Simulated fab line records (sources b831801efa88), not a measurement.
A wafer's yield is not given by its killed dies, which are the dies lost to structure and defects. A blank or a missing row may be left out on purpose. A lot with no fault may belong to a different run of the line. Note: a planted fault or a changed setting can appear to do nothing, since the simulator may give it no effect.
Which tool is to blame? | flow sky130 | 11 lots with 33 wafers sampled at 2 steps, on a route of 708 steps

## WHAT THE GAUGES SHOWED, per wafer
SKY_VT_ADJUST_LVTN_TW_MEAS_21. Usual: VT_ADJUST_LVTN_2_TW typically reads 188.7, with standard deviation 1.5.
lot  | measured     | on            | VT_ADJUST_LVTN_2_TW | flag
L958 | day 7 17:20  | film metro-03 | 188.7 186.9 187.0   |
L959 | day 7 21:44  | film metro-04 | 189.8 190.5 189.4   |
L960 | day 8 01:32  | film metro-02 | 188.6 188.4 187.6   |
L961 | day 8 09:14  | film metro-03 | 188.6 187.7 186.9   |
L962 | day 8 16:29  | film metro-02 | 187.7 187.8 188.0   |
L963 | day 9 00:01  | film metro-04 | 190.7 190.1 191.5   |
L964 | day 9 04:32  | film metro-02 | 190.0 189.4 189.2   |
L965 | day 9 17:11  | film metro-04 | 291.6 292.4 292.9   | OFF
L966 | day 9 23:46  | film metro-02 | 290.6 290.3 291.4   | OFF
L967 | day 10 10:37 | film metro-03 | 289.0 288.6 288.2   | OFF
L968 | day 10 10:40 | film metro-04 | 291.5 290.5 290.7   | OFF

## EACH LOT AND THE TOOL THAT RAN IT (in order: tool; ch and the chambers of the sampled wafers; start)
lot  | SKY_VT_ADJUST_LVTN_IMPLANT_19
L958 | implanter-04 ch 0, day 7 17:05
L959 | implanter-03 ch 0, day 7 21:31
L960 | implanter-04 ch 0, day 8 01:17
L961 | implanter-04 ch 0, day 8 08:59
L962 | implanter-03 ch 0, day 8 16:14
L963 | implanter-01 ch 0, day 8 23:47
L964 | implanter-03 ch 0, day 9 04:17
L965 | implanter-04 ch 0, day 9 16:57
L966 | implanter-03 ch 0, day 9 23:31
L967 | implanter-04 ch 0, day 10 10:22
L968 | implanter-03 ch 0, day 10 10:27
- SKY_VT_ADJUST_LVTN_IMPLANT_19

## WHAT THE TOOLS THEMSELVES READ (means of the sampled wafers that have a number; where no wafer has one, the mark that the record gives instead)
SKY_VT_ADJUST_LVTN_IMPLANT_19. Usual: dose ions cm2 6.5e+11, standard deviation 7e+08; end station pressure torr 4.97e-06 Torr, standard deviation 2.5e-07.
lot  | tool         | dose ions cm2 | end station pressure torr (Torr) | flag
L958 | implanter-04 | 6.5e+11       | 5.10e-06                         |
L959 | implanter-03 | 6.5e+11       | 5.11e-06                         |
L960 | implanter-04 | 6.5e+11       | 4.62e-06                         |
L961 | implanter-04 | 6.5e+11       | 4.62e-06                         |
L962 | implanter-03 | 6.5e+11       | 5.06e-06                         |
L963 | implanter-01 | 6.5e+11       | 5.06e-06                         |
L964 | implanter-03 | 6.5e+11       | 5.25e-06                         |
L965 | implanter-04 | 6.5e+11       | 4.88e-06                         |
L966 | implanter-03 | 6.5e+11       | 4.90e-06                         |
L967 | implanter-04 | 6.5e+11       | 5.17e-06                         |
L968 | implanter-03 | 6.5e+11       | 5.06e-06                         |

## THE ANSWER, worked out from the rows above alone
Rule: take the mean of a lot's wafers that have a number; if it is more than 3 standard deviations from the usual mean, the lot is off. Also off: a lot with no number at a reading for which 4 or more lots have one. All remaining lots with rows at the step are treated as sound. First the gauges in route order, then the tools' own readings, where a lot's mean is used as printed above. At the first step where some lot is off, the reading lying furthest off is the one used; lots without a number count as furthest.
Off: at SKY_VT_ADJUST_LVTN_TW_MEAS_21 (VT_ADJUST_LVTN_2_TW), L965, L966, L967, L968.
A tool fits if, at a process step before that reading, it ran every lot that is off, and no sound lot after the first of them. Those tools and the gauges at SKY_VT_ADJUST_LVTN_TW_MEAS_21 are tried in the same way. No candidate that was tried fits.

## WHAT THE SIMULATOR HAD INSERTED
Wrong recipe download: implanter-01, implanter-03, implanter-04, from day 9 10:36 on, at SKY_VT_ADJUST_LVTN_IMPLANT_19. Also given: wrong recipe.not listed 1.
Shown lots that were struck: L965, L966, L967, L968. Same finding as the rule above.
